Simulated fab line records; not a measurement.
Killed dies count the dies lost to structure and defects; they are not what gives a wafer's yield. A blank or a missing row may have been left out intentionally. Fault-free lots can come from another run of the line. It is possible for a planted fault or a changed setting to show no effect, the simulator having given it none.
The same fault as seen by 2 desks || flow sfq-line || each desk has only its own numbers; what lay behind them comes last

== FROM THE METROLOGY DESK ==
What the gauges read, lot by lot, whatever tool the lot ran on: means of the sampled wafers that have a number. The brackets show how far a lot's mean lies from the usual mean; more than 4 standard deviations puts the lot out of limits, marked OUT.
Columns: A = I3_BOW at SFQ_I3_BOW_MEAS_922, usual 4 um; B = I3_OVL at SFQ_I3_OVL_MEAS_923, usual -4 nm
{"lot": "L784", "first seen here": "day 38 09:57", "A": -3, "B": -3}
{"lot": "L790", "first seen here": "day 45 08:06", "A": 4, "B": -8}
{"lot": "L794", "first seen here": "day 46 11:04", "A": -5, "B": -4}
{"lot": "L802", "first seen here": "day 51 15:32", "A": -7, "B": -0}
{"lot": "L807", "first seen here": "day 53 03:19", "A": -2, "B": -11}
This desk's finding: nothing out of limits on any of the 5 lots.

== DESK OF THE TOOL OWNER: rie-diel-04 ==
The tool's own readings at SFQ_TRILAYER_I3_VIA_ETCH_VIA_ETCH_088 (etches SiO2 in CHF3, stops on Nb, target depth 260 nm): means of the sampled wafers that have a number, for each lot that ran on this tool. The brackets show how far a lot's mean lies from the usual mean; more than 4 standard deviations puts the lot out of limits, marked OUT.
Columns: A = bias-w at SFQ_TRILAYER_I3_VIA_ETCH_VIA_ETCH_088, usual 80.00 W; B = drypump-motor-current-A at SFQ_TRILAYER_I3_VIA_ETCH_VIA_ETCH_088, usual 6.0 A; C = oes-product-au at SFQ_TRILAYER_I3_VIA_ETCH_VIA_ETCH_088, usual 0.854 a.u.; D = rf-fwd-power-W at SFQ_TRILAYER_I3_VIA_ETCH_VIA_ETCH_088, usual 498.4 W
{"lot": "L790", "first seen here": "day 49 18:44", "A": 79.83, "B": 5.8, "C": 0.851, "D": 496.9}
{"lot": "L794", "first seen here": "day 50 20:41", "A": 79.91, "B": 5.7, "C": 0.855, "D": "524.6 (+15) OUT"}
This desk finds L794 out of limits, L794 being first, at day 50 20:41 (rf-fwd-power-W at SFQ_TRILAYER_I3_VIA_ETCH_VIA_ETCH_088). Within limits: L790.

== BROUGHT TOGETHER ==
The tool owner's desk had the chance to raise an alarm at day 50 20:41 on L794.
From the metrology desk's view, nothing was out of limits.
The metrology desk holds a record of L794, inside its limits.
All the named lots went through SFQ_TRILAYER_I3_VIA_ETCH_VIA_ETCH_088 on rie-diel-04.

== WHAT THE SIMULATOR HAD INSERTED ==
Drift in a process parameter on rie-diel-04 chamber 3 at SFQ_TRILAYER_I3_VIA_ETCH_VIA_ETCH_088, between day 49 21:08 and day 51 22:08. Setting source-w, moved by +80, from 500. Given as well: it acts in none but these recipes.
Struck lots among those shown: L794.
How many hours passed from the start of the fault until each desk's first out-of-limits reading: the tool owner's desk, 24.
